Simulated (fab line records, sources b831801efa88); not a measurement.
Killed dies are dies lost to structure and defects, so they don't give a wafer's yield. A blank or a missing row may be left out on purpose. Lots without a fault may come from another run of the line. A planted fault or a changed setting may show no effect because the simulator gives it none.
Which tool did it? | flow sky130 | 13 lots, 39 wafers sampled, at 2 steps of a route of 708

WHAT THE GAUGES READ, wafer by wafer
SKY_VIA4_BOW_MEAS_03. Usual: VIA4_BOW 79 um, standard deviation 8.
lot  | measured     | on            | VIA4_BOW (um) | flag
L387 | day 41 21:22 | film_metro-03 | 82 80 68      |
L388 | day 42 02:40 | film_metro-01 | 82 94 80      |
L389 | day 42 12:51 | film_metro-03 | 76 68 72      |
L391 | day 43 18:35 | film_metro-01 | 86 82 86      |
L392 | day 44 01:23 | film_metro-01 | 70 88 82      |
L394 | day 44 06:33 | film_metro-02 | 73 84 73      |
L393 | day 44 09:59 | film_metro-03 | 81 87 80      |
L395 | day 45 00:25 | film_metro-01 | 78 78 83      |
L398 | day 45 05:07 | film_metro-02 | 68 63 70      |
L401 | day 46 06:04 | film_metro-02 | 92 81 77      |
L407 | day 47 07:56 | film_metro-02 | 74 64 87      |
L408 | day 47 19:19 | film_metro-03 | 81 89 76      |
L410 | day 47 20:41 | film_metro-01 | 66 89 79      |

WHICH TOOL RAN EACH LOT (tool, then ch and the chambers of the sampled wafers, then the start)
lot  | SKY_SONOS_ONO_WET_ETCH_18
L387 | wet_bench-04 ch 3, day 12 16:13
L388 | wet_bench-01 ch 3, day 12 19:19
L389 | wet_bench-01 ch 0, day 13 09:10
L391 | wet_bench-03 ch 3, day 14 18:34
L392 | wet_bench-01 ch 3, day 15 03:12
L394 | wet_bench-01 ch 0, day 15 08:22
L393 | wet_bench-03 ch 2, day 15 11:31
L395 | wet_bench-01 ch 3, day 16 07:16
L398 | wet_bench-01 ch 2, day 16 14:07
L401 | wet_bench-01 ch 1, day 18 00:25
L407 | wet_bench-04 ch 2, day 19 15:19
L408 | wet_bench-04 ch 2, day 20 03:03
L410 | wet_bench-04 ch 1, day 20 13:58
- SKY_SONOS_ONO_WET_ETCH_18: etches Si3N4 in H3PO4, target depth 15 nm, time 172 s.

WHAT THE TOOLS THEMSELVES READ (means of the sampled wafers that have a number; where no wafer has one, the mark that the record gives instead)
The record holds no such reading with a usual standard deviation.

THE ANSWER, worked out from the rows above alone
Rule: a lot is off if the mean of its wafers that have a number lies more than 3 standard deviations from the usual mean. A lot without any number at a reading at which 4 lots or more have one is off too. The other lots that the step has rows for count as sound. The gauges are gone through in route order, then the tools' own readings, and for those a lot's mean is taken as printed above. The first step at which some lot is off is used, and at that step the reading that is off furthest; a lot without a number counts as furthest.
No lot is off at any reading shown: from this, nothing can be told.

WHAT THE SIMULATOR HAD PUT IN
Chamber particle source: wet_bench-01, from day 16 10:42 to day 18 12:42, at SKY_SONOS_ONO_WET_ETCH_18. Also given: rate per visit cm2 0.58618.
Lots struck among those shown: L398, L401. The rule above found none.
